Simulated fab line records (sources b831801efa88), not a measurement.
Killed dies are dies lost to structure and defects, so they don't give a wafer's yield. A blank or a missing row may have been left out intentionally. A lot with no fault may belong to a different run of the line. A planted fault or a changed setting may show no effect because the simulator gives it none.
A struck lot beside a sound one    flow gf180mcu    15 steps out of a route of 602
Sound: wafers L965.2, L965.4, L965.6. Struck: wafer L961.3 (left out: L961.5, a lot-mate that was not struck); the cause follows at the end.
Each step with rows lists, per side, the tool, then ch with its chambers, then its first start. Under that, the readings that differ: sound wafers    struck wafers    difference of the means    sigmas: that difference in standard deviations of wafers without a fault.
alike: readings with means less than 2 such deviations apart, plus words and numbers identical on both sides. not compared: withheld readings, readings lacking a value on some wafer, bounds such as >300 that could conceal the same value, and numbers that have no deviation in the record and whose values overlap.
A row with sigmas, a row that says differs or no value, or rows on one side alone: a step with any of these is where the two part. When numbers do not overlap yet have no deviation, they are printed without sigmas and do not part them. Lack of a reading on every wafer of one side parts them only where that side has two or more wafers.

first, 3 steps without rows for these wafers: GF_M2_STRIP_18 (strips in post etch residue remover, time 1200 s); GF_M2_CLEAN_19 (cleans in DIW); GF_V2_CVD_00 (deposits SiO2, target thk 600 nm, time 100 s).
GF_V2_THK_MEAS_01:
  sound on film metro-01, day 26 13:11; struck on film metro-02, day 25 12:42
  alike: V2_CVD_00_THK
GF_V2_CVD_02: deposits SiO2 from TEOS, target thk 850 nm, time 94.851 s.
  sound on pecvd-01 ch 0,1, day 26 13:14; struck on pecvd-03 ch 2, day 25 12:44
  alike: heater power w
GF_V2_THK_MEAS_03:
  sound on film metro-03, day 26 13:19; struck on film metro-01, day 25 12:50
  alike: V2_CVD_02_THK
GF_V2_CMP_04: polishes SiO2.
  sound on cmp-01 ch 1,2,3, day 26 13:28; struck on cmp-01 ch 2, day 25 13:01
  alike: motor current A, time to endpoint s
GF_V2_BOW_MEAS_05:
  sound on film metro-02, day 26 13:41; struck on film metro-03, day 25 13:13
  alike: V2_BOW
then, 4 steps without rows for these wafers: GF_V2_DEHYDRATE_06 (time 60 s); GF_V2_HMDS_07 (prime time 60 s); GF_V2_COAT_08; GF_V2_COAT_09 (resist thk 1000 nm).
GF_V2_SOFTBAKE_10: time 60 s.
  sound on litho track-04 ch 0, day 27 00:00; struck on litho track-03 ch 0, day 26 00:00
reading           sound              struck  difference  sigmas
run length s (s)  88.84 88.84 88.81  96.21   +7.38       +35
  alike: resist line temp C
then, 1 step without rows for these wafers: GF_V2_EXPOSE_11 (exposes mask Via2, target cd 260 nm).
-- the record jumps here: 8 days lie between the struck wafers' starts before and after (it left off in module V2 and takes up again in module PASSIVATION, whose first step shown is number 602 of the route) --
GF_PASSIVATION_PROBE_99:
  the record has rows for the struck wafers here (prober-02, day 34 00:10) and none for the sound ones

## WHERE THEY PART
At GF_V2_SOFTBAKE_10 first; at GF_PASSIVATION_PROBE_99 last (within this record only).

WHY: whatever the simulator had introduced
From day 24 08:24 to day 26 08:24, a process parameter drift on litho track-03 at GF_V2_SOFTBAKE_10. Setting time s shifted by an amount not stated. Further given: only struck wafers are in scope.
